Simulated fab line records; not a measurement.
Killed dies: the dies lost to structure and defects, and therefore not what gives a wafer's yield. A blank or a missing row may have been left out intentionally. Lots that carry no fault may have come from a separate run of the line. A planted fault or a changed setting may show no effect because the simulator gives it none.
2 desks looking at one fault | flow sky130 | each desk holds nothing but its own numbers, with what lay behind them at the end

== FROM THE METROLOGY DESK ==
What the gauges read, lot by lot, whatever tool the lot ran on: means of the sampled wafers that have a number. Any lot whose mean is over 4 standard deviations away from the usual mean is out of limits and marked OUT; that distance is given in the brackets.
Columns: A = SD_N_RS at SKY_SD_N_RS_MEAS_16, usual 68.63 ohm/sq; B = SD_P_RS at SKY_SD_N_RS_MEAS_17, usual 147.2 ohm/sq; C = RES_XHIGH_RS at SKY_SD_N_RS_MEAS_18, usual 335.9 ohm/sq; D = LI_CONTACT_HDPCVD_THK at SKY_LI_CONTACT_THK_MEAS_01, usual 918 nm; E = LI_CONTACT_BOW at SKY_LI_CONTACT_BOW_MEAS_03, usual 57 um; F = cd nm at SKY_LI_CONTACT_CD_MEAS_12, usual 169.8 nm; G = LI_CONTACT_OVL at SKY_LI_CONTACT_OVL_MEAS_13, usual 4 nm
lot  | first seen here | A     | B     | C     | D   | E  | F     | G
L216 | day 29 07:46    | 68.59 | 147.2 | 336.5 | 914 | 56 | 167.6 | 2
L220 | day 30 15:13    | 68.62 | 147.0 | 337.6 | 924 | 56 | 167.1 | 8
L228 | day 33 11:22    | 68.74 | 147.6 | 336.0 | 920 | 52 | 170.3 | 7
L229 | day 33 18:10    | 68.66 | 146.8 | 335.7 | 925 | 57 | 166.8 | 1
L231 | day 34 11:45    | 68.59 | 147.7 | 335.6 | 928 | 52 | 170.2 | 5
L236 | day 35 17:23    | 68.59 | 147.3 | 336.7 | 915 | 55 | 169.0 | 5
Finding of this desk: none of the 6 lots has anything out of limits.

== FOR THE TOOL OWNER'S DESK: litho track-04 ==
Per lot that ran on this tool, the mean of the sampled wafers carrying a number, from the tool's own readings at SKY_LI_CONTACT_SOFTBAKE_08 (time 90 s). Any lot whose mean is over 4 standard deviations away from the usual mean is out of limits and marked OUT; that distance is given in the brackets.
Columns: A = heater power total W at SKY_LI_CONTACT_SOFTBAKE_08, usual 57.36 W; B = plate temp C at SKY_LI_CONTACT_SOFTBAKE_08, usual 100.02 C; C = resist line temp C at SKY_LI_CONTACT_SOFTBAKE_08, usual 23.01 C
lot  | first seen here | A               | B               | C
L216 | day 29 22:00    | 57.38           | 100.01          | 22.99
L229 | day 34 08:00    | 53.83 (-32) OUT | 95.67 (-40) OUT | 23.12
L231 | day 35 01:00    | 53.89 (-32) OUT | 95.46 (-41) OUT | 22.99
This desk's finding: out of limits on L229, L231; first on L229, day 34 08:00 (heater power total W at SKY_LI_CONTACT_SOFTBAKE_08). Within limits: L216.

== ALL TOGETHER ==
An alarm could have come from the tool owner's desk at day 34 08:00, on L229, L231.
The metrology desk saw nothing out of limits.
The metrology desk holds a record of L229, L231, inside its limits.
Every lot named ran SKY_LI_CONTACT_SOFTBAKE_08 on litho track-04.

== WHAT HAD BEEN PUT IN BY THE SIMULATOR ==
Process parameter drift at SKY_LI_CONTACT_SOFTBAKE_08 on litho track-04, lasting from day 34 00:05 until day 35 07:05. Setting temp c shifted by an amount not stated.
Lots struck among those shown: L229, L231.
Hours from the fault's start to each desk's first reading out of limits: the tool owner's desk, 8.
